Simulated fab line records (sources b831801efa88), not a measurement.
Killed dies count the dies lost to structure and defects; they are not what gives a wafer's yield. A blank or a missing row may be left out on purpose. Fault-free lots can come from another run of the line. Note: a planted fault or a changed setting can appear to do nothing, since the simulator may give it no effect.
Which tool is to blame?	flow sfq-line	7 lots, 21 wafers sampled, at 1 step of a route of 325

## WHAT THE GAUGES READ, wafer by wafer
SFQ_I1_BOW_MEAS_912.
lot	measured	on	I1_BOW (um)
L222	day 18 15:06	film-metro-04	10 -9 8
L225	day 19 17:18	film-metro-03	-21 6 -11
L228	day 20 14:17	film-metro-04	-7 5 -7
L230	day 20 23:18	film-metro-04	7 -3 3
L235	day 22 10:14	film-metro-01	-4 -9 5
L240	day 24 16:50	film-metro-03	-1 11 -2
L244	day 26 09:25	film-metro-03	-7 -7 -6

## EACH LOT AND THE TOOL THAT RAN IT (in order: tool; ch and the chambers of the sampled wafers; start)
There is no process step in the record ahead of these readings.

## THE ANSWER, worked out from the rows above alone
Rule: the lots themselves supply what counts as usual. The widest of any qualifying gaps counts: lots, ordered by their means at a reading, are off when they make up no more than a third of the lots, leave a main group of 4 or more, and stand apart from it by 3 or more times the standard deviation of that group's means. The tables above print the reading to a certain number of digits; a main group whose means all agree to those digits is not used. Also off: a lot with no number at a reading for which 4 or more lots have one. Where the step has rows for the other lots, those lots are counted as sound.
None of the lots is off at any reading shown; this tells nothing.

## WHAT WAS PUT IN BY THE SIMULATOR
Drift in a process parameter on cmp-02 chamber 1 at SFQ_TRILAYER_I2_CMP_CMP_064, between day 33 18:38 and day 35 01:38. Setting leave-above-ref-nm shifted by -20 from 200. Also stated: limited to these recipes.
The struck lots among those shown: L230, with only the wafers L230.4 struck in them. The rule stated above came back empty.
